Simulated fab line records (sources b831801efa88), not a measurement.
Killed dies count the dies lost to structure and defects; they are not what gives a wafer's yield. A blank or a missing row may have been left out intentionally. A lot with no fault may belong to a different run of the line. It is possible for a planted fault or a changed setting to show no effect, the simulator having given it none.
fab line records    flow sky130
record: lots: 24  wafers: 72  last-day: 50
route steps=708 shown FIELD_ISO@26 POLY_GATE@231 LI_CONTACT@364 CONTACT@420 METAL5@662
lots with no fault: from the same line, run without faults
start-h: hours from the record's opening day to when the first of the lot's shown wafers began    wait-h: hours since the lot's step before    " the same as in the row above    L1.1+2: several wafers, shown together as one row    - either no value or no given start    * or withheld: withheld    < > ~ a bound
route shown NAME@n: NAME is a module with steps in the file, n the number in the route of the first one    usual: average and standard deviation across the fault-free wafers    same: alike in all rows    chamber/n: place in a boat    sites: per-site readings    _std_site: the values' standard deviation    _edge_site: the outer-site mean with the inner-site mean subtracted    radius-mm: how far each site lies from the wafer's centre    mask NAME#n: copy n    behind: tool/chamber where the wafer was last shaped    hold: cause of the lot's hold/its duration in hours/its outcome    device: which transistor (n, p or np) failed to switch    end of line: the route-end tests of the same wafers    where a step has no rows: the recipe by itself    killed: dies that structure and defects cost at the first sort, which is not the same as the wafer's yield    map: a wafer's dies, x killed, . not, _ none there
set.NAME: the run value of the setting; set.NAME@STEP: its run value at that earlier step    model.NAME: the simulator's own value behind a step, which no gauge read
the route's steps for a sample of lots (tables are steps, rows are wafers)
services: from which hour (start-h, from the record's first day; less than 0 if before it) a tool's chamber was out of use, for how many hours, and why
== steps ==
step: SKY_FIELD_ISO_THK_MEAS_25
recipe: reads: SiO2_of_FIELD_ISO_CVD_24
usual: FIELD_ISO_CVD_24_THK: 600/7.2
lot.wafer  tool           chamber  start-h  wait-h  FIELD_ISO_CVD_24_THK[nm]
L074.2     film-metro-01  -        30.94    0.0     591
L074.3     "              -        "        "       599
L074.4     "              -        "        "       589
L075.1     film-metro-04  -        37.27    0.0     598
L075.4     "              -        "        "       605
L075.5     "              -        "        "       610
L076.2     film-metro-01  -        42.45    0.0     589
L076.3     "              -        "        "       611
L076.6     "              -        "        "       606
L077.1     film-metro-04  -        47.94    0.0     597
L077.4     "              -        "        "       598
L077.5     "              -        "        "       594
L078.1     film-metro-01  -        51.23    0.0     587
L078.4     "              -        "        "       598
L078.6     "              -        "        "       595
L079.2     film-metro-02  -        57.61    0.0     590
L079.4     "              -        "        "       595
L079.6     "              -        "        "       594
L080.3     film-metro-02  -        60.97    0.1     612
L080.5     "              -        "        "       610
L080.6     "              -        "        "       595
L081.1     film-metro-02  -        67.56    0.0     612
L081.3     "              -        "        "       612
L081.5     "              -        "        "       618
L082.1     film-metro-02  -        72.94    0.0     601
L082.3     "              -        "        "       605
L082.6     "              -        "        "       602
L083.1     film-metro-02  -        77.94    0.0     600
L083.2     "              -        "        "       606
L083.6     "              -        "        "       596
L084.1     film-metro-04  -        83.55    0.0     598
L084.3     "              -        "        "       601
L084.6     "              -        "        "       595
L085.1     film-metro-01  -        89.19    0.0     602
L085.4     "              -        "        "       600
L085.6     "              -        "        "       613
L086.1     film-metro-02  -        93.55    0.0     607
L086.3     "              -        "        "       600
L086.6     "              -        "        "       606
L087.1     film-metro-02  -        99.25    0.0     590
L087.2     "              -        "        "       592
L087.5     "              -        "        "       598
L088.2     film-metro-04  -        105.69   0.0     609
L088.5     "              -        "        "       591
L088.6     "              -        "        "       604
L089.2     film-metro-04  -        111.21   0.0     596
L089.4     "              -        "        "       601
L089.6     "              -        "        "       600
L090.1     film-metro-01  -        115.30   0.1     586
L090.2     "              -        "        "       593
L090.5     "              -        "        "       600
L091.1     film-metro-02  -        119.33   0.0     592
L091.2     "              -        "        "       616
L091.5     "              -        "        "       603
L092.1     film-metro-02  -        124.12   0.0     600
L092.3     "              -        "        "       591
L092.6     "              -        "        "       594
L093.1     film-metro-04  -        131.21   0.0     601
L093.3     "              -        "        "       603
L093.4     "              -        "        "       616
L094.3     film-metro-01  -        135.63   0.1     593
L094.4     "              -        "        "       591
L094.6     "              -        "        "       592
L095.4     film-metro-01  -        139.66   0.0     596
L095.5     "              -        "        "       590
L095.6     "              -        "        "       588
L096.1     film-metro-01  -        145.35   0.0     594
L096.2     "              -        "        "       598
L096.3     "              -        "        "       600
L097.3     film-metro-02  -        152.15   0.1     606
L097.5     "              -        "        "       609
L097.6     "              -        "        "       606
step: SKY_POLY_GATE_ETCH_17
recipe: target-depth-nm: 180  stop-on: SiO2  over-etch-frac: 0.56667  chemistry: HBr/Cl2  target: poly-Si  icp-w: 400  bias-w: 100  pressure-mtorr: 10  HBr_flow_sccm: 150  Cl2_flow_sccm: 50  time-s: 70.5
usual: bias-w: 100.00/0.29  drypump-motor-current-A: 5.5/0.45  mfc-cl2-sccm: 49.99/0.14  oes-product-au: 0.984/0.011  throttle-valve-pct: 33.684/0.0081
lot.wafer  tool       chamber  start-h  wait-h  bias-w  drypump-motor-current-A  mfc-cl2-sccm  oes-product-au  rf-hours-counter-h  throttle-valve-pct
L074.2     rie-si-02  2        371.41   0.0     100.85  4.8                      49.78         0.983           3                   33.676
L074.3     "          3        "        "       100.16  6.3                      50.07         0.987           2                   33.685
L074.4     "          0        "        "       100.35  5.7                      49.95         0.981           79                  33.681
L075.1     rie-si-02  1        384.71   0.0     99.95   5.6                      49.68         0.960           4                   33.680
L075.4     "          0        "        "       99.91   5.7                      49.87         0.970           79                  33.700
L075.5     "          3        "        "       100.06  6.2                      50.04         0.993           -                   33.685
L076.2     rie-si-01  3        384.95   0.0     99.80   6.0                      49.90         0.982           1                   33.696
L076.3     "          1        "        "       100.64  5.0                      50.00         0.983           60                  33.684
L076.6     "          0        "        "       99.90   5.3                      50.15         0.993           -                   33.688
L077.1     rie-si-01  0        395.27   0.0     100.10  5.3                      49.95         0.991           1                   33.687
L077.4     "          1        "        "       100.03  5.0                      49.87         0.988           60                  33.670
L077.5     "          1        "        "       100.26  5.0                      50.08         0.985           -                   33.692
L078.1     rie-si-01  3        403.30   0.0     100.20  6.0                      50.02         0.980           1                   33.667
L078.4     "          2        "        "       99.64   5.8                      50.11         0.980           3                   33.692
L078.6     "          1        "        "       100.02  5.0                      50.09         0.979           -                   33.672
L079.2     rie-si-01  0        407.00   0.0     100.01  5.3                      50.13         0.985           1                   33.687
L079.4     "          2        "        "       100.03  5.8                      49.97         0.996           3                   33.691
L079.6     "          3        "        "       100.42  6.0                      49.88         0.970           -                   33.667
L080.3     rie-si-02  1        415.56   0.0     99.72   5.7                      49.76         0.963           4                   33.685
L080.5     "          2        "        "       99.95   4.8                      50.02         0.988           -                   33.688
L080.6     "          1        "        "       99.55   5.6                      49.82         0.974           -                   33.686
L081.1     rie-si-01  3        426.77   0.0     100.43  6.0                      49.92         0.982           1                   33.672
L081.3     "          0        "        "       99.83   5.3                      50.06         0.991           1                   33.686
L081.5     "          0        "        "       99.93   5.3                      49.94         0.985           -                   33.686
L082.1     rie-si-02  0        435.32   0.0     99.95   5.7                      50.06         0.983           0                   33.698
L082.3     "          1        "        "       99.69   5.6                      50.20         0.977           5                   33.674
L082.6     "          0        "        "       99.92   5.7                      49.86         0.983           -                   33.696
L083.1     rie-si-01  1        450.85   0.0     100.41  5.0                      49.96         0.988           61                  33.691
L083.2     "          2        "        "       99.57   5.7                      49.95         0.999           4                   33.682
L083.6     "          1        "        "       99.83   5.0                      50.08         0.993           -                   33.701
L084.1     rie-si-01  3        462.80   0.0     100.37  6.0                      49.56         0.984           2                   33.690
L084.3     "          1        "        "       99.80   5.0                      50.23         0.979           61                  33.684
L084.6     "          0        "        "       100.38  5.3                      50.03         0.980           -                   33.691
L085.1     rie-si-02  1        465.05   0.0     100.43  5.7                      50.10         0.976           5                   33.688
L085.4     "          2        "        "       99.98   4.8                      50.15         0.981           4                   33.692
L085.6     "          1        "        "       99.88   5.6                      50.00         0.972           -                   33.678
L086.1     rie-si-02  1        484.77   0.0     100.22  5.7                      50.02         0.972           5                   33.696
L086.3     "          0        "        "       100.29  5.7                      49.77         0.972           0                   33.679
L086.6     "          3        "        "       100.11  6.2                      49.96         0.995           -                   33.682
L087.1     rie-si-01  3        493.72   0.0     100.34  5.9                      50.31         0.983           2                   33.681
L087.2     "          0        "        "       100.00  5.3                      50.02         0.993           2                   33.684
L087.5     "          1        "        "       99.75   5.0                      49.93         0.990           -                   33.678
L088.2     rie-si-02  2        497.85   0.0     100.10  4.8                      50.03         0.967           4                   33.681
L088.5     "          1        "        "       100.05  5.6                      49.86         0.967           -                   33.699
L088.6     "          0        "        "       99.95   5.7                      49.98         0.979           -                   33.680
L091.1     rie-si-01  0        513.00   0.0     100.28  5.3                      50.21         0.989           2                   33.687
L091.2     "          3        "        "       99.47   6.0                      50.02         0.974           2                   33.684
L091.5     "          1        "        "       100.04  5.0                      50.11         0.995           -                   33.690
L090.1     rie-si-02  3        514.30   0.0     99.64   6.2                      49.99         0.995           3                   33.681
L090.2     "          2        "        "       99.99   4.8                      50.03         0.975           4                   33.685
L090.5     "          3        "        "       99.64   6.2                      49.91         0.991           -                   33.671
L089.2     rie-si-01  0        515.85   0.0     100.19  5.3                      50.07         0.996           2                   33.695
L089.4     "          3        "        "       99.82   5.9                      50.26         0.983           2                   33.681
L089.6     "          2        "        "       99.67   5.8                      50.02         0.997           -                   33.682
L092.1     rie-si-02  1        550.10   0.0     99.98   5.6                      50.02         0.961           5                   33.689
L092.3     "          3        "        "       99.53   6.2                      49.74         0.994           3                   33.676
L092.6     "          3        "        "       99.60   6.2                      50.01         0.986           -                   33.701
L093.1     rie-si-01  1        552.42   0.0     100.07  5.0                      49.94         0.999           0                   33.671
L093.3     "          0        "        "       99.37   5.3                      49.99         0.997           2                   33.685
L093.4     "          0        "        "       100.19  5.3                      50.17         0.995           -                   33.675
L094.3     rie-si-02  0        552.70   0.0     99.75   5.7                      49.96         0.963           1                   33.684
L094.4     "          3        "        "       99.95   6.3                      50.01         0.992           4                   33.678
L094.6     "          3        "        "       99.72   6.2                      50.02         0.996           -                   33.670
L095.4     rie-si-01  2        552.79   0.1     100.04  5.8                      50.16         0.996           -                   33.688
L095.5     "          0        "        "       100.60  5.3                      49.98         1.000           -                   33.696
L095.6     "          1        "        "       100.19  5.0                      50.23         1.013           -                   33.678
L096.1     rie-si-02  2        559.27   0.0     99.76   4.8                      50.15         0.978           4                   33.705
L096.2     "          1        "        "       100.01  5.7                      50.04         0.966           5                   33.666
L096.3     "          0        "        "       100.02  5.7                      49.78         0.974           1                   33.688
L097.3     rie-si-01  1        564.15   0.1     100.11  5.0                      50.07         0.992           -                   33.698
L097.5     "          0        "        "       100.11  5.3                      50.22         0.999           -                   33.669
L097.6     "          1        "        "       99.91   5.0                      50.02         0.998           -                   33.685
step: SKY_LI_CONTACT_CMP_02
recipe: material: PSG  down-force-psi: 4  platen-rpm: 60  pad-velocity-m-s: 0.94248
usual: motor-current-A: 12.3/1.3  slurry-filter-dp-kPa: 13.50/0.12  time-to-endpoint-s: 32.1/3
lot.wafer  tool    chamber  start-h  wait-h  motor-current-A  slurry-filter-dp-kPa  time-to-endpoint-s
L074.2     cmp-01  0        649.50   0.0     12.8             13.62                 33.1
L074.3     "       1        "        "       11.8             13.42                 29.7
L074.4     "       3        "        "       15.0             13.39                 33.3
L075.1     cmp-01  3        659.85   0.1     15.2             13.68                 33.2
L075.4     "       1        "        "       11.3             13.27                 32.8
L075.5     "       3        "        "       14.8             13.44                 33.2
L076.2     cmp-02  3        663.97   0.0     13.2             13.66                 28.5
L076.3     "       0        "        "       10.5             13.67                 37.5
L076.6     "       0        "        "       10.1             13.53                 36.9
L077.4     cmp-02  0        675.05   0.1     10.7             13.42                 39.7
L077.1     "       1        "        "       12.5             13.38                 36.4
L077.5     "       2        "        "       11.6             13.43                 36.9
L078.1     cmp-02  1        676.51   0.1     12.2             13.42                 31.3
L078.4     "       2        "        "       12.0             13.67                 31.6
L078.6     "       2        "        "       11.7             13.65                 32.0
L079.2     cmp-01  2        685.46   0.0     12.2             13.45                 37.1
L079.4     "       1        "        "       12.0             13.45                 31.4
L079.6     "       3        "        "       14.4             13.55                 31.2
L080.3     cmp-01  1        694.30   0.2     11.0             13.56                 26.9
L080.6     "       2        "        "       11.4             13.26                 34.9
L080.5     "       3        "        "       14.4             13.57                 31.3
L081.3     cmp-01  0        700.51   0.1     12.5             13.35                 33.4
L081.1     "       1        "        "       11.8             13.71                 26.9
L081.5     "       3        "        "       15.2             13.63                 30.0
L082.1     cmp-01  3        705.41   0.1     15.1             13.50                 32.3
L082.3     "       0        "        "       12.9             13.43                 33.8
L082.6     "       2        "        "       11.8             13.64                 31.8
L083.1     cmp-02  3        718.75   0.1     13.7             13.47                 30.1
L083.2     "       0        "        "       10.3             13.46                 31.9
L083.6     "       1        "        "       11.5             13.62                 29.8
L084.1     cmp-02  0        728.95   0.1     9.7              13.52                 34.1
L084.3     "       1        "        "       12.6             13.64                 31.1
L084.6     "       0        "        "       10.2             13.55                 35.2
L085.4     cmp-02  1        735.00   0.0     12.0             13.52                 28.8
L085.1     "       3        "        "       12.9             13.56                 26.9
L085.6     "       1        "        "       12.0             13.47                 32.6
L086.1     cmp-01  2        749.70   0.1     11.8             13.65                 33.4
L086.3     "       0        "        "       12.1             13.37                 30.8
L086.6     "       3        "        "       15.2             13.47                 33.5
L087.2     cmp-01  0        757.66   0.0     12.1             13.61                 34.2
L087.1     "       1        "        "       11.7             13.55                 27.0
L087.5     "       1        "        "       11.2             13.55                 28.3
L088.2     cmp-02  3        761.76   0.1     12.9             13.77                 24.2
L088.5     "       2        "        "       12.1             13.53                 30.3
L088.6     "       3        "        "       13.3             13.58                 26.5
L091.1     cmp-01  1        776.91   0.1     11.2             13.72                 30.5
L091.2     "       2        "        "       11.3             13.34                 30.1
L091.5     "       0        "        "       12.1             13.31                 32.2
L090.2     cmp-02  3        778.06   0.1     13.2             13.43                 26.5
L090.1     "       0        "        "       10.7             13.42                 31.9
L090.5     "       2        "        "       11.7             13.59                 29.4
L089.2     cmp-02  0        779.06   0.0     9.9              13.59                 34.2
L089.4     "       2        "        "       12.5             13.67                 31.6
L089.6     "       0        "        "       11.0             13.61                 35.6
L092.1     cmp-01  3        808.31   0.1     14.7             13.52                 35.7
L092.3     "       2        "        "       12.1             13.38                 35.0
L092.6     "       0        "        "       12.6             13.70                 35.7
L093.1     cmp-01  2        808.91   0.1     11.8             13.51                 33.6
L093.4     "       3        "        "       15.0             13.55                 33.6
L093.3     "       1        "        "       11.6             13.64                 30.8
L094.4     cmp-02  0        809.02   0.0     10.4             13.66                 35.6
L094.3     "       2        "        "       11.7             13.53                 30.3
L094.6     "       0        "        "       10.2             13.30                 34.1
L095.4     cmp-01  1        810.05   0.0     11.5             13.61                 32.0
L095.6     "       1        "        "       11.6             13.43                 29.0
L095.5     "       2        "        "       11.9             13.43                 35.5
L096.2     cmp-02  1        810.97   0.0     13.0             13.59                 33.1
L096.1     "       3        "        "       12.7             13.59                 25.7
L096.3     "       0        "        "       10.4             13.35                 31.7
L097.3     cmp-02  1        819.66   0.1     12.3             13.32                 35.1
L097.5     "       0        "        "       10.0             13.46                 33.7
L097.6     "       1        "        "       12.4             13.48                 34.4
step: SKY_LI_CONTACT_CD_MEAS_12
recipe: target-cd-nm: 170
usual: cd-nm: 170.4/1.4
lot.wafer  tool       chamber  start-h  wait-h  cd-nm
L074.2     cd-sem-02  -        677.50   -       170.4
L074.3     "          -        "        "       169.5
L074.4     "          -        "        "       171.1
L075.1     cd-sem-01  -        687.81   -       169.8
L075.4     "          -        "        "       169.3
L075.5     "          -        "        "       169.3
L076.2     cd-sem-01  -        691.79   -       171.5
L076.3     "          -        "        "       170.8
L076.6     "          -        "        "       171.7
L077.1     cd-sem-02  -        702.27   -       170.5
L077.4     "          -        "        "       168.3
L077.5     "          -        "        "       170.4
L078.1     cd-sem-02  -        704.43   -       169.0
L078.4     "          -        "        "       170.1
L078.6     "          -        "        "       169.9
L079.2     cd-sem-01  -        712.04   -       172.7
L079.4     "          -        "        "       173.7
L079.6     "          -        "        "       173.3
L080.3     cd-sem-02  -        722.57   -       170.0
L080.5     "          -        "        "       168.9
L080.6     "          -        "        "       169.2
L081.1     cd-sem-01  -        728.11   -       172.6
L081.3     "          -        "        "       172.3
L081.5     "          -        "        "       172.4
L082.1     cd-sem-01  -        733.87   -       173.0
L082.3     "          -        "        "       171.8
L082.6     "          -        "        "       171.7
L083.1     cd-sem-01  -        745.78   -       169.0
L083.2     "          -        "        "       167.7
L083.6     "          -        "        "       168.4
L084.1     cd-sem-01  -        756.87   -       170.9
L084.3     "          -        "        "       170.1
L084.6     "          -        "        "       168.7
L085.1     cd-sem-01  -        762.18   -       170.4
L085.4     "          -        "        "       172.3
L085.6     "          -        "        "       171.7
L086.1     cd-sem-01  -        775.46   -       170.6
L086.3     "          -        "        "       170.9
L086.6     "          -        "        "       170.5
L087.1     cd-sem-02  -        782.91   -       171.2
L087.2     "          -        "        "       170.3
L087.5     "          -        "        "       170.9
L088.2     cd-sem-02  -        787.84   -       168.9
L088.5     "          -        "        "       167.6
L088.6     "          -        "        "       167.4
L091.1     cd-sem-02  -        803.83   -       171.5
L091.2     "          -        "        "       170.3
L091.5     "          -        "        "       170.5
L090.1     cd-sem-02  -        804.13   -       170.7
L090.2     "          -        "        "       171.3
L090.5     "          -        "        "       168.9
L089.2     cd-sem-01  -        805.70   -       170.5
L089.4     "          -        "        "       169.0
L089.6     "          -        "        "       168.2
L092.1     cd-sem-02  -        835.68   -       167.9
L092.3     "          -        "        "       169.3
L092.6     "          -        "        "       169.4
L093.1     cd-sem-01  -        836.10   -       170.6
L093.3     "          -        "        "       172.7
L093.4     "          -        "        "       170.9
L094.3     cd-sem-02  -        836.76   -       170.2
L094.4     "          -        "        "       169.9
L094.6     "          -        "        "       169.1
L095.4     cd-sem-02  -        837.42   -       171.7
L095.5     "          -        "        "       170.6
L095.6     "          -        "        "       173.0
L096.1     cd-sem-01  -        838.03   -       171.6
L096.2     "          -        "        "       170.8
L096.3     "          -        "        "       171.4
L097.3     cd-sem-01  -        846.81   -       171.6
L097.5     "          -        "        "       169.7
L097.6     "          -        "        "       171.7
step: SKY_CONTACT_CD_MEAS_14
recipe: target-cd-nm: 170
usual: cd-nm: 171.1/1.3
lot.wafer  tool       chamber  start-h  wait-h  cd-nm
L074.2     cd-sem-02  -        736.58   -       170.5
L074.3     "          -        "        "       171.3
L074.4     "          -        "        "       171.5
L075.1     cd-sem-02  -        745.83   -       171.3
L075.4     "          -        "        "       171.7
L075.5     "          -        "        "       172.4
L076.2     cd-sem-02  -        750.80   -       171.7
L076.3     "          -        "        "       170.5
L076.6     "          -        "        "       170.0
L077.1     cd-sem-01  -        760.68   -       171.3
L077.4     "          -        "        "       171.3
L077.5     "          -        "        "       170.2
L078.1     cd-sem-02  -        762.08   -       170.7
L078.4     "          -        "        "       169.9
L078.6     "          -        "        "       172.2
L079.2     cd-sem-01  -        769.29   -       171.6
L079.4     "          -        "        "       171.6
L079.6     "          -        "        "       171.1
L080.3     cd-sem-02  -        778.26   -       170.2
L080.5     "          -        "        "       173.0
L080.6     "          -        "        "       171.8
L081.1     cd-sem-02  -        785.20   -       174.2
L081.3     "          -        "        "       172.5
L081.5     "          -        "        "       173.3
L082.1     cd-sem-02  -        791.23   -       171.3
L082.3     "          -        "        "       171.3
L082.6     "          -        "        "       170.9
L083.1     cd-sem-02  -        801.47   -       171.3
L083.2     "          -        "        "       170.1
L083.6     "          -        "        "       170.5
L084.1     cd-sem-01  -        810.72   -       171.6
L084.3     "          -        "        "       171.8
L084.6     "          -        "        "       172.8
L085.1     cd-sem-01  -        818.17   -       170.4
L085.4     "          -        "        "       169.6
L085.6     "          -        "        "       170.3
L086.1     cd-sem-01  -        831.82   -       172.9
L086.3     "          -        "        "       170.8
L086.6     "          -        "        "       173.0
L087.1     cd-sem-02  -        837.98   -       171.4
L087.2     "          -        "        "       170.6
L087.5     "          -        "        "       171.1
L088.2     cd-sem-01  -        842.89   -       173.4
L088.5     "          -        "        "       172.2
L088.6     "          -        "        "       171.4
L091.1     cd-sem-02  -        859.91   -       169.0
L091.2     "          -        "        "       170.7
L091.5     "          -        "        "       170.4
L090.1     cd-sem-01  -        861.16   -       173.0
L090.2     "          -        "        "       171.4
L090.5     "          -        "        "       171.3
L089.2     cd-sem-01  -        862.41   -       170.2
L089.4     "          -        "        "       170.0
L089.6     "          -        "        "       170.9
L092.1     cd-sem-01  -        891.33   -       172.2
L092.3     "          -        "        "       171.9
L092.6     "          -        "        "       173.8
L093.1     cd-sem-02  -        891.76   -       172.9
L093.3     "          -        "        "       171.5
L093.4     "          -        "        "       173.0
L094.3     cd-sem-02  -        892.62   -       169.9
L094.4     "          -        "        "       169.9
L094.6     "          -        "        "       168.9
L095.4     cd-sem-02  -        893.57   -       170.9
L095.5     "          -        "        "       169.8
L095.6     "          -        "        "       171.3
L096.1     cd-sem-02  -        893.86   -       171.0
L096.2     "          -        "        "       171.0
L096.3     "          -        "        "       169.3
L097.3     cd-sem-02  -        901.95   -       168.1
L097.5     "          -        "        "       169.8
L097.6     "          -        "        "       169.0
step: SKY_METAL5_SPUTTER_01
recipe: material: TiN  target-thk-nm: 20  power-w: 6500  time-s: 16.7  chamber-pressure-pa: 0.4
usual: throttle-valve-pct: 30.2/1.1
lot.wafer  tool            chamber  start-h  wait-h  throttle-valve-pct
L074.2     pvd-sputter-04  -        1009.02  0.0     30.9
L074.3     "               -        "        "       29.2
L074.4     "               -        "        "       31.2
L075.1     pvd-sputter-03  -        1016.80  0.0     30.8
L075.4     "               -        "        "       32.6
L075.5     "               -        "        "       30.0
L076.2     pvd-sputter-03  -        1021.22  0.0     30.8
L076.3     "               -        "        "       30.0
L076.6     "               -        "        "       30.7
L077.1     pvd-sputter-02  -        1027.28  0.0     31.0
L077.4     "               -        "        "       28.5
L077.5     "               -        "        "       30.8
L078.1     pvd-sputter-03  -        1028.89  0.0     30.2
L078.4     "               -        "        "       29.9
L078.6     "               -        "        "       31.0
L079.2     pvd-sputter-02  -        1035.94  0.0     29.2
L079.4     "               -        "        "       28.9
L079.6     "               -        "        "       29.4
L080.3     pvd-sputter-03  -        1048.83  0.0     30.6
L080.5     "               -        "        "       32.6
L080.6     "               -        "        "       30.8
L081.1     pvd-sputter-03  -        1050.13  0.0     30.8
L081.3     "               -        "        "       32.8
L081.5     "               -        "        "       30.7
L082.1     pvd-sputter-02  -        1052.88  0.0     30.4
L082.3     "               -        "        "       29.1
L082.6     "               -        "        "       29.1
L083.1     pvd-sputter-02  -        1060.99  0.0     28.6
L083.2     "               -        "        "       30.7
L083.6     "               -        "        "       31.0
L084.1     pvd-sputter-04  -        1070.99  0.0     29.0
L084.3     "               -        "        "       31.1
L084.6     "               -        "        "       29.2
L085.1     pvd-sputter-04  -        1075.14  0.0     28.7
L085.4     "               -        "        "       28.9
L085.6     "               -        "        "       30.9
L086.1     pvd-sputter-04  -        1086.21  0.0     31.0
L086.3     "               -        "        "       29.0
L086.6     "               -        "        "       31.1
L087.1     pvd-sputter-04  -        1093.28  0.0     29.2
L087.2     "               -        "        "       29.0
L087.5     "               -        "        "       29.2
L088.2     pvd-sputter-02  -        1095.88  0.0     30.5
L088.5     "               -        "        "       29.3
L088.6     "               -        "        "       30.5
L091.1     pvd-sputter-04  -        1107.63  0.0     30.9
L091.2     "               -        "        "       29.0
L091.5     "               -        "        "       30.8
L090.1     pvd-sputter-03  -        1111.17  0.0     30.7
L090.2     "               -        "        "       30.1
L090.5     "               -        "        "       29.7
L089.2     pvd-sputter-03  -        1111.64  0.0     30.6
L089.4     "               -        "        "       30.0
L089.6     "               -        "        "       32.7
L092.1     pvd-sputter-04  -        1130.73  0.0     31.0
L092.3     "               -        "        "       29.2
L092.6     "               -        "        "       31.0
L093.1     pvd-sputter-04  -        1133.21  0.0     29.0
L093.3     "               -        "        "       31.5
L093.4     "               -        "        "       29.2
L094.3     pvd-sputter-03  -        1135.37  0.0     30.5
L094.4     "               -        "        "       30.1
L094.6     "               -        "        "       32.5
L096.1     pvd-sputter-04  -        1135.90  0.0     29.0
L096.2     "               -        "        "       29.0
L096.3     "               -        "        "       30.8
L095.4     pvd-sputter-02  -        1135.97  0.0     30.9
L095.5     "               -        "        "       29.2
L095.6     "               -        "        "       28.5
L097.3     pvd-sputter-02  -        1140.04  0.0     30.5
L097.5     "               -        "        "       30.8
L097.6     "               -        "        "       29.2
== services ==
tool       chamber  start-h  hours  kind
cmp-01     -        351.74   6.2    pm
cmp-02     -        366.77   0.9    repair
rie-si-01  2        380.63   0.9    repair
cmp-01     -        404.02   4.0    pm
rie-si-01  2        411.65   4.3    repair
cmp-02     -        425.89   0.9    repair
cmp-02     -        450.33   1.0    repair
cmp-01     -        493.18   1.1    repair
rie-si-01  -        531.62   10.0   pm
cmp-02     -        535.02   3.7    pm
rie-si-01  3        552.04   15.1   repair
rie-si-01  2        558.46   5.9    repair
cmp-01     -        558.82   2.3    repair
cmp-01     -        563.88   4.9    pm
cmp-02     -        572.08   4.0    pm
rie-si-01  2        606.59   10.7   repair
cmp-02     -        687.79   1.2    repair
cmp-01     -        694.80   2.2    repair
rie-si-01  1        701.58   26.7   repair
rie-si-01  0        707.07   1.7    repair
rie-si-01  -        761.06   0.7    repair
rie-si-01  0        941.31   0.9    repair
rie-si-01  0        1008.85  3.0    repair
rie-si-01  2        1121.58  13.2   repair
== key ==
fault none
